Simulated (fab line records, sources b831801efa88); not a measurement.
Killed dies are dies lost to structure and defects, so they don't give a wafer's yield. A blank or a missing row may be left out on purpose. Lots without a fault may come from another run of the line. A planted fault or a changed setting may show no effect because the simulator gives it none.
fab line records | flow sky130
record lots=13 wafers=39 last_day=50
route steps=708 shown VT_ADJUST_LVTN@117 VT_ADJUST_NCORE@129 VT_ADJUST_PCH@150 POLY_GATE@217 PAD_OPEN@708
lots that met no fault: from a run of the same line without faults
start_h: hours from the record's first day to the start of the lot's first wafer shown | wait_h: hours since the lot's step before | " the same as in the row above | L1.1+2: a row that stands for several wafers | - no value, or no start given | * or withheld: withheld | < > ~ a bound
route shown NAME@n: a module of which the file shows steps, and the number in the route of the first | usual: mean/standard deviation of fault-free wafers | same: alike in all rows | chamber/n: place in a boat | sites: the reading at each site | _std_site: their standard deviation | _edge_site: outer sites' mean less inner sites' | radius_mm: how far each site lies from the wafer's centre | mask NAME#n: copy n | behind: the tool/chamber that last shaped the wafer | hold: why the lot was held/for how many hours/how that ended | device: the transistor (n, p or np) that didn't switch | end of line: the same wafers' tests at the end of the route | a step without rows: its recipe alone | killed: dies lost to structure and defects at the first sort, not the wafer's yield | map: a wafer's dies, x killed, . not, _ none there
set.NAME: the setting as run; set.NAME@STEP: as run at that earlier step | model.NAME: the simulator's own value behind a step, which no gauge read
steps of the route over a sample of lots; a table a step, a row a wafer
services: from which hour (start_h, from the record's first day; less than 0 if before it) a tool's chamber was out of use, for how many hours, and why
## steps
# step SKY_VT_ADJUST_LVTN_STRIP_20
# recipe chemistry=O2/N2 power_w=1400 pressure_mtorr=1500 platen_temp_c=withheld o2_flow_sccm=3000 n2_flow_sccm=300 overash_fraction=0.5
# usual drypump_motor_current_A=5.83/0.17 oes_product_au=0.716/0.0043 strip_time_to_endpoint_s=14.17/0.037
# columns lot.wafer tool chamber start_h wait_h drypump_motor_current_A oes_product_au rf_hours_counter_h strip_time_to_endpoint_s
L986.1 plasma_asher-02 1 175.67 0.1 5.54 0.711 35 14.16
L986.2 " 0 " " 5.99 0.714 35 14.12
L986.4 " 1 " " 5.57 0.719 - 14.16
L987.1 plasma_asher-03 1 182.12 0.1 5.67 0.713 51 14.17
L987.4 " 0 " " 6.00 0.719 - 14.19
L987.5 " 1 " " 5.64 0.720 - 14.21
L988.1 plasma_asher-03 0 189.77 0.1 5.98 0.713 52 14.12
L988.2 " 1 " " 5.61 0.712 52 14.12
L988.6 " 0 " " 5.97 0.713 - 14.12
L994.2 plasma_asher-02 0 229.92 0.1 5.96 0.720 40 14.26
L994.3 " 0 " " 5.98 0.716 - 14.19
L994.4 " 1 " " 5.55 0.718 - 14.25
L995.1 plasma_asher-01 1 234.96 0.1 5.93 0.716 11 14.18
L995.2 " 0 " " 5.94 0.716 11 14.19
L995.4 " 0 " " 5.93 0.715 - 14.17
L997.1 plasma_asher-02 0 247.91 0.1 5.99 0.721 42 14.13
L997.2 " 1 " " 5.54 0.707 42 14.11
L997.3 " 0 " " 5.98 0.709 - 14.16
L998.1 plasma_asher-03 1 256.42 0.1 5.63 0.710 58 14.18
L998.3 " 0 " " 5.98 0.718 - 14.19
L998.4 " 1 " " 5.65 0.720 - 14.18
L999.2 plasma_asher-03 0 261.36 0.1 5.98 0.729 59 14.13
L999.4 " 1 " " 5.62 0.710 - 14.17
L999.5 " 0 " " 5.99 0.714 - 14.17
L100.4 plasma_asher-01 1 269.10 0.1 5.91 0.713 - 14.12
L100.5 " 0 " " 5.92 0.719 - 14.14
L100.6 " 1 " " 5.89 0.719 - 14.13
L101.4 plasma_asher-01 1 277.40 0.1 5.91 0.721 - 14.14
L101.5 " 0 " " 5.92 0.712 - 14.20
L101.6 " 1 " " 5.94 0.720 - 14.15
L102.1 plasma_asher-02 1 284.31 0.1 5.57 0.713 45 14.09
L102.5 " 0 " " 5.97 0.716 - 14.16
L102.6 " 1 " " 5.56 0.718 - 14.13
L106.3 plasma_asher-03 0 309.69 0.1 5.97 0.709 - 14.22
L106.4 " 1 " " 5.61 0.720 - 14.14
L106.5 " 0 " " 5.98 0.716 - 14.22
L107.2 plasma_asher-02 0 318.27 0.1 6.00 0.718 48 14.11
L107.3 " 1 " " 5.59 0.709 - 14.12
L107.6 " 1 " " 5.59 0.718 - 14.14
# step SKY_VT_ADJUST_NCORE_STRIP_10
# recipe chemistry=O2/N2 power_w=1400 pressure_mtorr=1500 platen_temp_c=withheld o2_flow_sccm=3000 n2_flow_sccm=300 overash_fraction=0.5
# usual drypump_motor_current_A=5.7/0.37 oes_product_au=0.716/0.0047 strip_time_to_endpoint_s=14.18/0.043
# columns lot.wafer tool chamber start_h wait_h drypump_motor_current_A oes_product_au rf_hours_counter_h strip_time_to_endpoint_s
L986.1 plasma_asher-04 0 196.82 0.1 4.8 0.722 49 14.23
L986.2 " 1 " " 5.9 0.722 49 14.21
L986.4 " 1 " " 5.9 0.717 - 14.20
L987.1 plasma_asher-03 1 204.13 0.1 5.7 0.713 53 14.23
L987.4 " 0 " " 6.0 0.718 - 14.19
L987.5 " 0 " " 6.0 0.715 - 14.20
L988.1 plasma_asher-04 0 211.29 0.1 4.8 0.723 51 14.18
L988.2 " 1 " " 5.9 0.721 51 14.15
L988.6 " 0 " " 4.8 0.712 - 14.18
L994.2 plasma_asher-04 0 252.13 0.1 4.8 0.720 55 14.19
L994.3 " 0 " " 4.8 0.716 - 14.19
L994.4 " 1 " " 5.8 0.724 - 14.19
L995.1 plasma_asher-01 0 258.13 0.1 5.9 0.711 13 14.11
L995.2 " 1 " " 5.9 0.716 13 14.13
L995.4 " 0 " " 5.9 0.721 - 14.12
L997.1 plasma_asher-04 1 272.42 0.1 5.9 0.712 57 14.13
L997.2 " 0 " " 4.8 0.717 57 14.18
L997.3 " 0 " " 4.8 0.714 - 14.12
L998.1 plasma_asher-03 1 280.88 0.1 5.6 0.716 60 14.23
L998.3 " 0 " " 6.0 0.716 - 14.21
L998.4 " 1 " " 5.6 0.714 - 14.21
L999.2 plasma_asher-01 1 286.13 0.1 5.9 0.714 16 14.14
L999.4 " 0 " " 5.9 0.718 - 14.15
L999.5 " 1 " " 5.9 0.721 - 14.12
L100.4 plasma_asher-01 1 294.37 0.1 5.9 0.706 - 14.18
L100.5 " 0 " " 5.9 0.720 - 14.21
L100.6 " 1 " " 5.9 0.724 - 14.22
L101.4 plasma_asher-03 0 302.41 0.1 6.0 0.708 - 14.20
L101.5 " 0 " " 6.0 0.718 - 14.20
L101.6 " 1 " " 5.6 0.713 - 14.17
L102.1 plasma_asher-01 1 310.12 0.1 5.9 0.719 19 14.24
L102.5 " 0 " " 5.9 0.713 - 14.21
L102.6 " 1 " " 5.9 0.720 - 14.23
L106.3 plasma_asher-03 0 336.56 0.1 6.0 0.715 - 14.24
L106.4 " 1 " " 5.6 0.715 - 14.27
L106.5 " 0 " " 6.0 0.716 - 14.25
L107.2 plasma_asher-01 1 345.03 0.1 5.9 0.718 23 14.21
L107.3 " 0 " " 5.9 0.720 - 14.18
L107.6 " 1 " " 5.9 0.726 - 14.20
# step SKY_VT_ADJUST_PCH_OVL_MEAS_07
# usual VT_ADJUST_PCH_OVL=-0.2/1.4
# columns lot.wafer tool chamber start_h wait_h VT_ADJUST_PCH_OVL[nm]
L986.1 overlay-01 - 240.52 - 0.8
L986.2 " - " " 1.0
L986.4 " - " " 0.1
L987.1 overlay-01 - 247.27 - -0.2
L987.4 " - " " 1.2
L987.5 " - " " -1.6
L988.1 overlay-01 - 256.16 - -1.5
L988.2 " - " " -0.5
L988.6 " - " " 0.3
L994.2 overlay-01 - 300.97 - -3.5
L994.3 " - " " -1.4
L994.4 " - " " -2.3
L995.1 overlay-02 - 308.72 - -0.3
L995.2 " - " " -0.9
L995.4 " - " " -1.6
L997.1 overlay-01 - 322.96 - 0.3
L997.2 " - " " 0.7
L997.3 " - " " -0.4
L998.1 overlay-02 - 332.71 - 0.0
L998.3 " - " " -0.5
L998.4 " - " " 0.7
L999.2 overlay-01 - 338.52 - -2.0
L999.4 " - " " -0.3
L999.5 " - " " -0.9
L100.4 overlay-02 - 346.44 - 1.2
L100.5 " - " " 1.0
L100.6 " - " " 0.0
L101.4 overlay-01 - 355.75 - -1.2
L101.5 " - " " -1.6
L101.6 " - " " 1.8
L102.1 overlay-02 - 363.93 - 1.6
L102.5 " - " " 0.6
L102.6 " - " " -0.3
L106.3 overlay-01 - 393.05 - 0.9
L106.4 " - " " 1.7
L106.5 " - " " 0.2
L107.2 overlay-02 - 402.64 - 0.0
L107.3 " - " " 1.4
L107.6 " - " " -0.4
# step SKY_POLY_GATE_CVD_03
# recipe material=Si3N4 precursor=DCS/NH3 target_thk_nm=75 temp_c=770 time_s=1290 pressure_mtorr=250
# usual pressure_mtorr=250.0/0.49 spike_tc_bottom_C=786.0/2.2 spike_tc_top_C=782.9/1.1 zone_power_bottom_pct=20.3/2.9
# columns lot.wafer tool chamber start_h wait_h pressure_mtorr spike_tc_bottom_C spike_tc_top_C zone_power_bottom_pct
L986.1 lpcvd-02 1 357.08 3.3 250.5 787.8 780.8 17.7
L986.2 " 1 " " 250.6 787.8 781.9 18.1
L986.4 " 1 " " 250.0 789.3 782.1 17.9
L987.1 lpcvd-02 0 363.61 3.7 250.3 786.3 784.0 23.3
L987.4 " 0 " " 250.0 784.9 784.1 23.7
L987.5 " 0 " " 250.4 785.1 784.2 24.0
L988.1 lpcvd-02 1 374.31 0.4 250.1 786.0 783.5 17.7
L988.2 " 1 " " 249.9 786.9 781.3 18.0
L988.6 " 1 " " 250.4 788.8 781.2 18.1
L994.2 lpcvd-02 0 426.72 0.2 - - - -
L994.3 " 0 " " - - - -
L994.4 " 0 " " - - - -
L995.1 lpcvd-02 0 434.42 0.0 - - - -
L995.2 " 0 " " - - - -
L995.4 " 0 " " - - - -
L997.1 lpcvd-02 1 455.08 0.0 249.5 788.1 782.5 17.6
L997.2 " 1 " " 249.7 788.6 782.6 17.8
L997.3 " 1 " " 250.2 786.6 783.6 17.8
L998.1 lpcvd-02 1 467.07 0.9 249.9 788.4 780.9 18.2
L998.3 " 1 " " 250.8 788.3 781.1 18.1
L998.4 " 1 " " 250.1 788.8 781.3 17.8
L999.2 lpcvd-02 0 475.56 3.5 249.8 783.1 784.7 23.7
L999.4 " 0 " " 250.5 782.4 784.3 24.0
L999.5 " 0 " " 251.2 785.7 783.6 24.0
L100.4 lpcvd-02 0 477.59 0.0 250.1 784.1 784.9 24.1
L100.5 " 0 " " 249.7 783.1 783.1 23.6
L100.6 " 0 " " 250.7 784.7 783.1 23.7
L101.4 lpcvd-02 1 488.47 0.0 250.2 788.5 781.5 18.2
L101.5 " 1 " " 250.5 789.4 782.3 17.9
L101.6 " 1 " " 250.6 786.6 783.2 17.7
L102.1 lpcvd-02 0 497.57 0.0 250.5 782.6 783.9 23.9
L102.5 " 0 " " 250.6 783.3 784.3 23.5
L102.6 " 0 " " 249.9 782.8 784.7 23.5
L106.3 lpcvd-02 1 527.82 0.0 249.4 788.0 782.9 17.7
L106.4 " 1 " " 249.9 787.0 782.6 18.0
L106.5 " 1 " " 249.7 789.6 783.2 17.6
L107.2 lpcvd-02 1 538.85 2.1 250.4 787.4 780.7 17.9
L107.3 " 1 " " 250.2 787.8 783.6 18.0
L107.6 " 1 " " 250.3 788.1 782.3 17.7
# step SKY_PAD_OPEN_PROBE_99
# usual defect_limited_yield=82.6/1.8 killed_at_M0_to_M3=43/6.4 killed_at_M4_up=2.8/1.7 killed_at_contacts=24/5.5 killed_at_front_end=15/4 killed_at_other=0.3/0.54 killed_dies=86/9.1 killed_open=47/6.6 killed_short=39/6.2 sort_bin_3_pad_short=0.9/0.45 sort_bin_5_function=10.4/1.4 sort_bin_6_memory=6.2/1.1 sort_n_pass=406/9.1 sort_yield_pct=82.6/1.8
# same gross_dies=492 killed_at_back_side=0 sort_bin_4_leakage[%]=0 sort_bin_8_speed[%]=0
# columns lot.wafer tool chamber start_h wait_h defect_limited_yield[%] killed_at_M0_to_M3 killed_at_M4_up killed_at_contacts killed_at_front_end killed_at_other killed_dies killed_open killed_short sort_bin_3_pad_short[%] sort_bin_5_function[%] sort_bin_6_memory[%] sort_n_pass sort_yield_pct[%]
L997.1 prober-01 - 1155.79 0.1 82.7 44 0 23 17 1 85 44 41 1.4 8.1 7.7 407 82.7
L997.2 prober-01 - 1155.84 0.1 79.9 49 1 30 17 2 99 51 48 1.4 11.8 6.9 393 79.9
L997.3 prober-01 - 1155.89 0.2 80.9 45 1 26 22 0 94 47 47 1.2 11.2 6.7 398 80.9
L998.1 prober-02 - 1158.95 0.1 81.7 47 4 24 15 0 90 51 39 0.6 12.8 4.9 402 81.7
L998.3 prober-02 - 1159.05 0.2 82.3 37 2 31 17 0 87 49 38 0.8 10.8 6.1 405 82.3
L998.4 prober-02 - 1159.10 0.2 83.3 41 3 22 15 1 82 46 36 0.6 9.1 6.9 410 83.3
L999.2 prober-01 - 1164.01 0.1 82.9 39 2 28 15 0 84 46 38 0.2 9.3 7.5 408 82.9
L999.4 prober-01 - 1164.11 0.2 83.3 42 3 20 17 0 82 37 45 0.8 10.8 5.1 410 83.3
L999.5 prober-01 - 1164.16 0.2 82.3 42 2 32 11 0 87 43 44 0.6 10.0 7.1 405 82.3
L100.4 prober-02 - 1165.89 0.2 80.7 46 5 35 9 0 95 46 49 1.6 11.8 5.9 397 80.7
L100.5 prober-02 - 1165.94 0.2 79.5 59 6 24 12 0 101 56 45 2.0 11.4 7.1 391 79.5
L100.6 prober-02 - 1165.99 0.2 76.4 59 4 37 16 0 116 68 48 1.2 14.0 8.3 376 76.4
L101.4 prober-01 - 1170.00 0.2 79.9 45 2 25 26 1 99 55 44 1.6 12.6 5.9 393 79.9
L101.5 prober-01 - 1170.05 0.2 83.5 43 4 19 15 0 81 45 36 0.8 9.8 5.9 411 83.5
L101.6 prober-01 - 1170.10 0.2 83.5 38 2 27 13 1 81 40 41 1.0 11.0 4.5 411 83.5
L102.1 prober-02 - 1174.75 0.1 81.7 50 2 21 17 0 90 47 43 1.4 9.8 7.1 402 81.7
L102.5 prober-02 - 1174.95 0.2 82.7 43 0 21 21 0 85 54 31 0.6 10.8 5.9 407 82.7
L102.6 prober-02 - 1175.00 0.2 83.3 49 0 19 14 0 82 47 35 0.2 10.2 6.3 410 83.3
# killed by level:class
L997.1 VIA1:geometric_particle:open=10 CONTACT:geometric_particle:open=9 LI_CONTACT:geometric_particle:open=8 METAL2:geometric_particle:short=8 METAL1:geometric_particle:short=7 POLY_GATE:geometric_particle:short=6 FIELD_ISO:geometric_particle:short=5 CONTACT:geometric_particle:short=5
L997.2 VIA1:geometric_particle:open=13 LI_CONTACT:geometric_particle:open=10 LOCAL_INTERCONNECT:geometric_particle:short=7 CONTACT:geometric_particle:open=7 FIELD_ISO:geometric_particle:short=5 POLY_GATE:geometric_particle:short=5 METAL2:geometric_particle:short=5 VIA3:geometric_particle:short=5
L997.3 CONTACT:geometric_particle:open=12 METAL1:geometric_particle:short=10 VIA1:geometric_particle:open=9 POLY_GATE:geometric_particle:short=7 LI_CONTACT:geometric_particle:open=6 CONTACT:geometric_particle:short=6 FIELD_ISO:geometric_particle:short=5 POLY_GATE:geometric_particle:open=5
L998.1 VIA2:geometric_particle:open=10 LI_CONTACT:geometric_particle:open=8 CONTACT:geometric_particle:open=8 VIA1:geometric_particle:short=7 VIA1:geometric_particle:open=7 LOCAL_INTERCONNECT:geometric_particle:short=5 VIA3:geometric_particle:open=5 POLY_GATE:geometric_particle:short=4
L998.3 VIA3:geometric_particle:open=11 CONTACT:geometric_particle:short=9 LI_CONTACT:geometric_particle:open=9 VIA1:geometric_particle:open=8 CONTACT:geometric_particle:open=6 FIELD_ISO:geometric_particle:open=5 POLY_GATE:geometric_particle:short=5 FIELD_ISO:geometric_particle:short=4
L998.4 METAL2:geometric_particle:short=9 VIA2:geometric_particle:open=9 LI_CONTACT:geometric_particle:open=7 CONTACT:geometric_particle:open=7 VIA3:geometric_particle:open=6 VIA1:geometric_particle:open=6 FIELD_ISO:geometric_particle:short=5 POLY_GATE:geometric_particle:open=3
L999.2 LI_CONTACT:geometric_particle:open=11 FIELD_ISO:geometric_particle:short=9 VIA1:geometric_particle:open=8 VIA3:geometric_particle:open=8 CONTACT:geometric_particle:open=7 LOCAL_INTERCONNECT:geometric_particle:short=5 METAL1:geometric_particle:short=5 LI_CONTACT:geometric_particle:short=3
L999.4 VIA1:geometric_particle:open=11 VIA3:geometric_particle:open=7 LI_CONTACT:geometric_particle:short=6 VIA1:geometric_particle:short=6 LOCAL_INTERCONNECT:geometric_particle:short=5 VIA2:geometric_particle:open=5 FIELD_ISO:geometric_particle:open=4 FIELD_ISO:geometric_particle:short=4
L999.5 LI_CONTACT:geometric_particle:open=12 VIA1:geometric_particle:short=11 VIA3:geometric_particle:open=10 CONTACT:geometric_particle:open=10 METAL2:geometric_particle:short=8 VIA2:geometric_particle:open=5 LOCAL_INTERCONNECT:geometric_particle:short=5 FIELD_ISO:geometric_particle:short=4
L100.4 LI_CONTACT:geometric_particle:open=11 CONTACT:geometric_particle:open=11 METAL2:geometric_particle:short=8 VIA3:geometric_particle:open=7 VIA1:geometric_particle:short=7 CONTACT:geometric_particle:short=6 METAL1:geometric_particle:short=6 VIA1:geometric_particle:open=6
L100.5 VIA1:geometric_particle:open=12 CONTACT:geometric_particle:open=10 VIA1:geometric_particle:short=9 VIA3:geometric_particle:open=8 VIA2:geometric_particle:open=8 CONTACT:geometric_particle:short=6 METAL1:geometric_particle:short=6 VIA2:geometric_particle:short=4
L100.6 CONTACT:geometric_particle:open=17 VIA1:geometric_particle:open=13 VIA2:geometric_particle:open=9 VIA3:geometric_particle:open=7 VIA3:geometric_particle:short=6 LOCAL_INTERCONNECT:geometric_particle:short=6 CONTACT:geometric_particle:short=6 METAL1:geometric_particle:short=5
L101.4 VIA3:geometric_particle:open=9 VIA2:geometric_particle:open=8 CONTACT:geometric_particle:short=8 CONTACT:geometric_particle:open=7 METAL2:geometric_particle:short=6 POLY_GATE:geometric_particle:open=6 VIA1:geometric_particle:short=6 LI_CONTACT:geometric_particle:open=6
L101.5 VIA3:geometric_particle:open=9 VIA1:geometric_particle:open=7 VIA2:geometric_particle:open=6 POLY_GATE:geometric_particle:open=5 LI_CONTACT:geometric_particle:open=5 METAL2:geometric_particle:short=5 CONTACT:geometric_particle:open=4 METAL1:geometric_particle:short=4
L101.6 VIA1:geometric_particle:open=13 CONTACT:geometric_particle:open=10 CONTACT:geometric_particle:short=8 METAL3:geometric_particle:short=5 VIA2:geometric_particle:open=4 LI_CONTACT:geometric_particle:open=4 LOCAL_INTERCONNECT:geometric_particle:short=4 VIA1:geometric_particle:short=4
L102.1 CONTACT:geometric_particle:open=10 LI_CONTACT:geometric_particle:open=7 METAL1:geometric_particle:short=7 VIA1:geometric_particle:open=7 VIA2:geometric_particle:short=7 POLY_GATE:geometric_particle:short=6 VIA2:geometric_particle:open=6 VIA3:geometric_particle:open=6
L102.5 VIA1:geometric_particle:open=13 VIA2:geometric_particle:open=12 FIELD_ISO:geometric_particle:open=7 FIELD_ISO:geometric_particle:short=6 CONTACT:geometric_particle:open=6 VIA1:geometric_particle:short=6 LI_CONTACT:geometric_particle:open=5 CONTACT:geometric_particle:short=5
L102.6 VIA1:geometric_particle:open=13 CONTACT:geometric_particle:open=10 METAL1:geometric_particle:short=8 VIA1:geometric_particle:short=7 VIA2:geometric_particle:open=6 FIELD_ISO:geometric_particle:open=5 CONTACT:geometric_particle:short=4 FIELD_ISO:geometric_particle:short=3
## services
# columns tool chamber start_h hours kind
lpcvd-02 - 155.42 12.7 repair
plasma_asher-03 - 166.17 0.8 repair
lpcvd-02 - 218.91 0.4 repair
plasma_asher-02 - 268.81 4.3 pm
plasma_asher-03 - 277.76 0.3 repair
plasma_asher-02 - 297.11 14.6 pm
plasma_asher-04 - 334.11 5.0 repair
plasma_asher-03 - 357.16 0.6 repair
lpcvd-02 - 378.59 0.7 repair
plasma_asher-04 - 384.03 1.0 repair
plasma_asher-02 - 419.14 0.8 repair
plasma_asher-01 - 420.99 1.3 repair
plasma_asher-03 - 421.25 9.0 pm
plasma_asher-03 0 421.25 9.0 vent_cycle
plasma_asher-03 1 421.25 9.0 vent_cycle
plasma_asher-03 0 430.25 - clean
plasma_asher-03 1 430.25 - clean
lpcvd-02 - 471.61 2.8 pm
plasma_asher-01 - 488.50 1.9 repair
lpcvd-02 - 535.01 2.8 repair
## key
first_sign step=SKY_POLY_GATE_CVD_03 reading=tool_record direction=missing
effect none on later readings
met_at SKY_POLY_GATE_CVD_03
struck_lots L994,L995
scrapped_behind SKY_POLY_GATE_THK_MEAS_04 L994.2,L994.3,L994.4,L995.1,L995.2,L995.4
not_acting_at SKY_VT_ADJUST_LVTN_STRIP_20,SKY_VT_ADJUST_NCORE_STRIP_10,SKY_VT_ADJUST_PCH_OVL_MEAS_07
onset_between 374.31 426.72
fault kind=skipped_step_whole tool=lpcvd-02 chamber=- onset_h=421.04 steps=SKY_POLY_GATE_CVD_03 scope=struck_lots_only
